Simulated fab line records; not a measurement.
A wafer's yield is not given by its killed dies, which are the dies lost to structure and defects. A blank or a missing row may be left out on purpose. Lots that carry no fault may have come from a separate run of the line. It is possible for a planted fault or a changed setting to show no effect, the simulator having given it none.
Problem report in the 8D (eight disciplines) form, filled by code | flow sky130 | the parts of the form that need people (team, actions taken, sign-off) are left out

## 1. THE ISSUE
Mean LDD_P_TW at SKY_LDD_P_TW_MEAS_11: 578 over 6 wafers in 2 lots; fault-free wafers: 637, standard deviation 4.7. Relative to the usual mean, that is a shift of -13 standard deviations.
First seen on wafer L684.3, day 26 11:43, on film metro-02. The record holds 36 wafers of 12 lots with a number at this step. Rule for "out" (also "out of limits"): further than 4 standard deviations from the usual mean. The other wafers with a number count as sound.

## 2. WHAT THIS IS AND IS NOT
question                    | is                           | is not
which readings at this step | LDD_P_TW                     | -
which lots                  | L684, L686                   | L667, L668, L669, L672, L673, L674, L676, L677, L678, L679
which wafers of those lots  | all that have a number       | -
read on which gauges        | film metro-02, film metro-03 | film metro-01
when                        | from day 26 11:43            | up to then (30 sound wafers)

## 3. SUSPECTS, AND WHAT RULES EACH OUT
Counting: a tool at any process step up to the reading remains a suspect when it ran all the lots that are out and ran no sound lot after the first of those.
- the gauge at SKY_LDD_P_TW_MEAS_11 is ruled out. The wafers that are out were read on 2 gauges (film metro-02, film metro-03).
- implanter-02 at SKY_LDD_P_IMPLANT_09: kept. Every lot that is out went through it, starting with L684 (day 26 11:29), and after that it ran no sound lot; the last sound lot it ran before then is L679 (day 25 02:43). On those wafers its own readings are out: dose ions cm2, faraday current uA.
After counting, what remains is implanter-02 at SKY_LDD_P_IMPLANT_09.

## 4. THE CAUSE (what the simulator had put in)
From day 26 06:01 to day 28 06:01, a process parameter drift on implanter-02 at SKY_LDD_P_IMPLANT_09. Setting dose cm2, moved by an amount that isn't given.
The count eliminated every tool but this one.

## 5. SEQUENCE OF EFFECTS, ordered by route
Each row: a reading whose mean over the struck wafers that have a number lies more than 3 standard deviations from the usual. Scope: only readings with a usual standard deviation given in the record; hours: median across lots of the time from each lot's start at the first step in this table that gives one to its start at this step; sigmas: change in usual standard deviations.
hours | step                 | reading            | usual     | on struck wafers | change     | sigmas
0     | SKY_LDD_P_IMPLANT_09 | dose ions cm2      | 9.999e+12 | 7.575e+12        | -2.424e+12 | -99 or more
0     | SKY_LDD_P_IMPLANT_09 | faraday current uA | 56.4      | 42.6             | -13.8      | -13
0     | SKY_LDD_P_TW_MEAS_11 | LDD_P_TW           | 637       | 578              | -59        | -13
The process steps in it:
- SKY_LDD_P_IMPLANT_09
Later steps that measure or inspect, where all struck wafers having a row at the step show a number for every such reading and not one has moved that far: SKY_SD_N_OVL_MEAS_08, SKY_SD_N_RS_MEAS_18.

## 6. HOW IT WOULD HAVE BEEN CAUGHT EARLIER
Counted from the fault's start at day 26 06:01, it took 6 hours until the first out-of-limits reading at a measuring or inspecting step in this record, taken at day 26 11:43.
Tool's own readings at SKY_LDD_P_IMPLANT_09, dose ions cm2, faraday current uA: out on all struck wafers the step has rows for; an alarm limit on them would have tripped on the first.
Among the 2 lots that are out, L686 began SKY_LDD_P_IMPLANT_09 on implanter-02 after day 26 11:43. Putting the tool on hold at that point would have spared it.
